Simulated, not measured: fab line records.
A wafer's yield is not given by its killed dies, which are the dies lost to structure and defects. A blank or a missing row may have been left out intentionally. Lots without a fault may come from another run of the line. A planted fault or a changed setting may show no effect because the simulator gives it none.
Comparing a struck lot with a sound one | flow gf180mcu | 21 out of 602 route steps
Sound: the wafers L135.1, L135.5, L135.6. Struck: wafers L148.1, L148.2, L148.5. At the end, the cause is stated.
For every step that has rows: the tool of each side, followed by ch and its chambers, followed by its first start. Under that, the readings that differ: sound wafers | struck wafers | difference of the means | sigmas: that difference in standard deviations of wafers without a fault.
alike: a reading whose means differ by less than 2 such deviations, as well as words and numbers matching on both sides. not compared: withheld readings; readings where some wafer has no value; bounds like >300 that might hide an equal value; numbers whose values overlap and for which the record gives no deviation.
Wherever a step has rows on one side only, a row that says differs or no value, or a row with sigmas, the two part there. Non-overlapping numbers with no deviation appear without sigmas and do not part them. A reading missing from all wafers of one side parts the sides only when that side holds two or more wafers.

first, 3 steps without rows for these wafers: GF_MVSD_EXPOSE_04 (exposes mask MVSD, target cd 1000 nm); GF_MVSD_PEB_05; GF_MVSD_DEVELOP_06 (develop time 60 s).
GF_MVSD_OVL_MEAS_07:
  sound on overlay-01, day 4 22:57; struck on overlay-02, day 8 03:20
  alike: MVSD_OVL
then, 2 steps without rows for these wafers: GF_MVSD_IMPLANT_08; GF_MVSD_IMPLANT_09.
GF_MVSD_STRIP_10: strips in O2/N2.
  sound on plasma_asher-01 ch 0,1, day 4 23:17; struck on plasma_asher-04 ch 0,1, day 8 03:40
  reading                     | sound       | struck      | difference | sigmas
  drypump_motor_current_A (A) | 6.6 6.7 6.0 | 5.0 5.2 5.2 | -1.3       | -2
  alike: heater_power_w, n2_flow_sccm, oes_product_au, platen_temp_c, strip_time_to_endpoint_s
  not compared: rf_hours_counter_h
GF_MVSD_TW_MEAS_11:
  sound on film_metro-04, day 4 23:23; struck on film_metro-03, day 8 03:46
  alike: MVSD_TW
then, 4 steps without rows for these wafers: GF_MVPSD_DEHYDRATE_00 (time 60 s); GF_MVPSD_HMDS_01 (prime time 60 s); GF_MVPSD_COAT_02 (resist thk 3000 nm); GF_MVPSD_SOFTBAKE_03.
GF_MVPSD_EXPOSE_04: exposes mask MVPSD, target cd 1000 nm.
  sound on iline_stepper-01 ch 0, day 5 06:46; struck on iline_stepper-01 ch 0, day 8 11:59
  reading | sound                   | struck               | difference | sigmas
  mask    | MVPSD#0 MVPSD#0 MVPSD#0 | MVSD#0 MVSD#0 MVSD#0 | differs    |
  alike: reticle_temp_C
then, 2 steps without rows for these wafers: GF_MVPSD_PEB_05; GF_MVPSD_DEVELOP_06 (develop time 60 s).
GF_MVPSD_OVL_MEAS_07:
  sound on overlay-02, day 5 13:59; struck on overlay-02, day 8 20:20
  reading        | sound       | struck | difference                    | sigmas
  MVPSD_OVL (nm) | 1.9 1.4 1.3 | - - -  | no value on the struck wafers |
then, 2 steps without rows for these wafers: GF_MVPSD_IMPLANT_08; GF_MVPSD_IMPLANT_09.
GF_MVPSD_STRIP_10: strips in O2/N2.
  sound on plasma_asher-02 ch 0,1, day 5 14:19; struck on plasma_asher-03 ch 0,1, day 8 20:41
  reading             | sound             | struck            | difference | sigmas
  n2_flow_sccm (sccm) | 299.5 299.3 299.8 | 300.4 303.1 300.9 | +1.9       | +2
  alike: drypump_motor_current_A, heater_power_w, oes_product_au, platen_temp_c, strip_time_to_endpoint_s
  not compared: rf_hours_counter_h
GF_MVPSD_TW_MEAS_11:
  sound on film_metro-03, day 5 14:25; struck on film_metro-03, day 8 20:47
  reading  | sound       | struck   | difference | sigmas
  MVPSD_TW | 566 570 566 | 30 31 31 | -537       | -74
then, 1 step without rows for these wafers: GF_VT_IMPLANT_DEHYDRATE_00 (time 60 s).

== WHERE THEY PART ==
Last at GF_MVPSD_TW_MEAS_11 as far as this record goes, first at GF_MVSD_STRIP_10.

WHY: what had been put in by the simulator
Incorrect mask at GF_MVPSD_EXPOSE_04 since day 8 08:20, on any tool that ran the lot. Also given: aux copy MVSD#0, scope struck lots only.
